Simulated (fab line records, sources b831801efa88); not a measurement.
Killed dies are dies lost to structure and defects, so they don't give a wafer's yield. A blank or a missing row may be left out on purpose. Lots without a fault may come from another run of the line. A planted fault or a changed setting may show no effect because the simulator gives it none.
One fault seen from 2 desks | flow gf180mcu | each desk has only its own numbers; what lay behind them comes last

THE TOOL OWNER'S DESK: rie_metal-02
The tool's own readings at GF_M3_METAL_ETCH_16 (etches the open film in Cl2/BCl3, stops on SiO2, target depth 750.8 nm, time 125.1 s): means of the sampled wafers that have a number, for each lot that ran on this tool. A lot is out of limits, marked OUT, if its mean lies more than 4 standard deviations from the usual mean; the brackets give that distance.
Columns: A = drypump_motor_current_A at GF_M3_METAL_ETCH_16, usual 6.03 A; B = mfc_cl2_sccm at GF_M3_METAL_ETCH_16, usual 79.99 sccm; C = oes_product_au at GF_M3_METAL_ETCH_16, usual 0.990 a.u.; D = run_length_s at GF_M3_METAL_ETCH_16, usual 153.6 s; E = throttle_valve_pct at GF_M3_METAL_ETCH_16, usual 28.229 %
lot  | first seen here | A    | B     | C                | D                | E
L244 | day 21 06:30    | 6.31 | 80.18 | 0.979            | 153.4            | 28.235
L249 | day 23 09:01    | 6.29 | 80.10 | 0.960            | 160.8 (+7.2) OUT | 28.264
L250 | day 23 14:42    | 6.43 | 79.97 | 0.927 (-7.6) OUT | 167.9 (+14) OUT  | 28.283 (+4.1) OUT
L262 | day 27 10:21    | 6.26 | 79.69 | 0.994            | 153.7            | 28.226
L264 | day 28 04:25    | 6.22 | 80.25 | 0.982            | 157.0            | 28.236
L265 | day 28 11:52    | 6.21 | 80.03 | 0.981            | 153.9            | 28.244
This desk's finding: out of limits on L249, L250; first on L249, day 23 09:01 (run_length_s at GF_M3_METAL_ETCH_16). In limits: L244, L262, L264, L265.

THE METROLOGY DESK
What the gauges read, lot by lot, whatever tool the lot ran on: means of the sampled wafers that have a number. A lot is out of limits, marked OUT, if its mean lies more than 4 standard deviations from the usual mean; the brackets give that distance.
Columns: A = V2_CVD_00_THK at GF_V2_THK_MEAS_01, usual 604 nm; B = V2_CVD_02_THK at GF_V2_THK_MEAS_03, usual 855 nm
lot  | first seen here | A   | B
L244 | day 19 04:30    | 606 | 867
L249 | day 21 08:14    | 611 | 854
L250 | day 21 14:37    | 602 | 849
L256 | day 24 02:02    | 605 | 861
L258 | day 24 09:38    | 601 | 864
L260 | day 25 04:46    | 601 | 846
L262 | day 25 14:38    | 604 | 861
L263 | day 25 21:54    | 607 | 839
L264 | day 26 08:53    | 592 | 856
L265 | day 26 17:13    | 603 | 842
L266 | day 26 21:34    | 616 | 870
This desk's finding: nothing out of limits on any of the 11 lots.

PUT TOGETHER
The tool owner's desk could have raised an alarm at day 23 09:01, on L249, L250.
The metrology desk saw nothing out of limits.
The metrology desk has L249, L250 on record, within its limits.
Of the lots named, all ran GF_M3_METAL_ETCH_16 on rie_metal-02.

WHAT THE SIMULATOR HAD PUT IN
Process parameter drift: rie_metal-02, from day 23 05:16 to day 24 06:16, at GF_M3_METAL_ETCH_16. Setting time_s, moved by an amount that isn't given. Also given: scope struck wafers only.
Lots struck among those shown: L249, L250.
Hours from the fault's start to each desk's first reading out of limits: the tool owner's desk, 4.
